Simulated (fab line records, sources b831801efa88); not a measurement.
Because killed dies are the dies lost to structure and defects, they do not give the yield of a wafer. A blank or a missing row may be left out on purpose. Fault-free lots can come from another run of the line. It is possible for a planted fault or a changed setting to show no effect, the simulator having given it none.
Which tool was responsible?	flow sky130	Sampling: 11 lots, 33 wafers, 3 of 708 route steps

WHAT THE GAUGES READ, wafer by wafer
SKY_VIA3_THK_MEAS_01.
lot	measured	on	VIA3_HDPCVD_THK (nm)
L408	day 38 13:31	film_metro-02	1631 1656 1633
L410	day 39 05:26	film_metro-03	1644 1636 1646
L411	day 39 07:40	film_metro-01	1613 1644 1655
L412	day 40 10:01	film_metro-02	1607 1664 1645
L417	day 41 13:01	film_metro-01	1622
L425	day 43 18:49	film_metro-01	1608 1628 1639
L426	day 43 22:27	film_metro-03	1643 1668 1654
L427	day 44 01:49	film_metro-01	1641 1613 1663
L429	day 44 09:08	film_metro-02	1616 1622 1641
L430	day 45 01:48	film_metro-03	1647 1651 1650
L431	day 45 05:18	film_metro-02	1659 1687 1650

WHAT TOOL EACH LOT RAN ON (gives the tool, then ch and the chambers of the sampled wafers, and finally the start)
lot	SKY_METAL3_METAL_ETCH_18	SKY_METAL3_STRIP_19
L408	rie_metal-01 ch 0,1, day 38 12:34	plasma_asher-02 ch 0,1, day 38 12:44
L410	rie_metal-03 ch 0,1, day 39 04:26	plasma_asher-04 ch 0,1, day 39 04:38
L411	rie_metal-03 ch 0,1, day 39 06:41	plasma_asher-03 ch 0,1, day 39 06:53
L412	rie_metal-02 ch 0,1, day 40 09:05	plasma_asher-03 ch 0,1, day 40 09:14
L417	rie_metal-02 ch 0,1, day 41 12:07	plasma_asher-03 ch 0,1, day 41 12:17
L425	rie_metal-01 ch 0,1, day 43 17:55	plasma_asher-02 ch 0,1, day 43 18:04
L426	rie_metal-03 ch 0,1, day 43 21:31	plasma_asher-03 ch 0,1, day 43 21:41
L427	rie_metal-03 ch 0,1, day 44 00:52	plasma_asher-02 ch 0, day 44 01:02
L429	rie_metal-03 ch 0,1, day 44 08:02	plasma_asher-03 ch 0,1, day 44 08:13
L430	rie_metal-02 ch 0,1, day 45 00:49	plasma_asher-03 ch 0,1, day 45 00:59
L431	rie_metal-03 ch 0,1, day 45 04:22	plasma_asher-03 ch 0,1, day 45 04:32
- SKY_METAL3_METAL_ETCH_18: etches the open film in Cl2/BCl3, stops on SiO2, target depth 845 nm, time 183.1 s.
- SKY_METAL3_STRIP_19: strips in O2/N2.

WHAT THE TOOLS THEMSELVES READ (means of the sampled wafers that have a number; where no wafer has one, the mark that the record gives instead)
SKY_METAL3_METAL_ETCH_18.
lot	tool	drypump_motor_current_A (A)	oes_product_au (a.u.)	throttle_valve_pct (%)
L408	rie_metal-01	6.0	0.872	22.268
L410	rie_metal-03	6.4	0.867	22.260
L411	rie_metal-03	6.1	0.869	22.261
L412	rie_metal-02	6.5	0.867	22.263
L417	rie_metal-02	6.5	0.823	22.260
L425	rie_metal-01	6.1	0.865	22.260
L426	rie_metal-03	6.0	0.862	22.264
L427	rie_metal-03	6.4	0.867	22.270
L429	rie_metal-03	6.0	0.864	22.266
L430	rie_metal-02	6.5	0.867	22.272
L431	rie_metal-03	6.1	0.863	22.268

SKY_METAL3_STRIP_19.
lot	tool	drypump_motor_current_A (A)	oes_product_au (a.u.)	strip_time_to_endpoint_s (s)
L408	plasma_asher-02	5.1	0.500	6.52
L410	plasma_asher-04	5.7	0.500	6.55
L411	plasma_asher-03	6.1	0.502	6.59
L412	plasma_asher-03	6.1	0.501	6.44
L417	plasma_asher-03	5.7	0.553	7.66
L425	plasma_asher-02	5.4	0.501	6.50
L426	plasma_asher-03	5.7	0.506	6.61
L427	plasma_asher-02	4.9	0.502	6.59
L429	plasma_asher-03	6.1	0.502	6.54
L430	plasma_asher-03	5.7	0.498	6.50
L431	plasma_asher-03	5.7	0.510	6.61

THE ANSWER, worked out from the rows above alone
Rule: usual is defined by the lots themselves. Put in order of their means at a reading, lots are off if they are a third of the lots or fewer, leave a main group of 4 or more, and stand apart from it by a gap of 3 or more times the standard deviation of the main group's means; of several such gaps the widest counts. Not used: any main group whose means are identical at the precision the tables above print for the reading. A lot without any number at a reading at which 4 lots or more have one is off too. Where the step has rows for the other lots, those lots are counted as sound. First the gauges in route order, then the tools' own readings, where a lot's mean is used as printed above. At the first step where some lot is off, the reading lying furthest off is the one used; lots without a number count as furthest.
Off at SKY_METAL3_METAL_ETCH_18 (oes_product_au): L417. For the main group the mean is 0.866 a.u. and the standard deviation 0.0028.
A tool fits if, at that step or a process step before it, it ran every lot that is off, and no sound lot after the first of them. Of those tried, none fits.

WHAT HAD BEEN PUT IN BY THE SIMULATOR
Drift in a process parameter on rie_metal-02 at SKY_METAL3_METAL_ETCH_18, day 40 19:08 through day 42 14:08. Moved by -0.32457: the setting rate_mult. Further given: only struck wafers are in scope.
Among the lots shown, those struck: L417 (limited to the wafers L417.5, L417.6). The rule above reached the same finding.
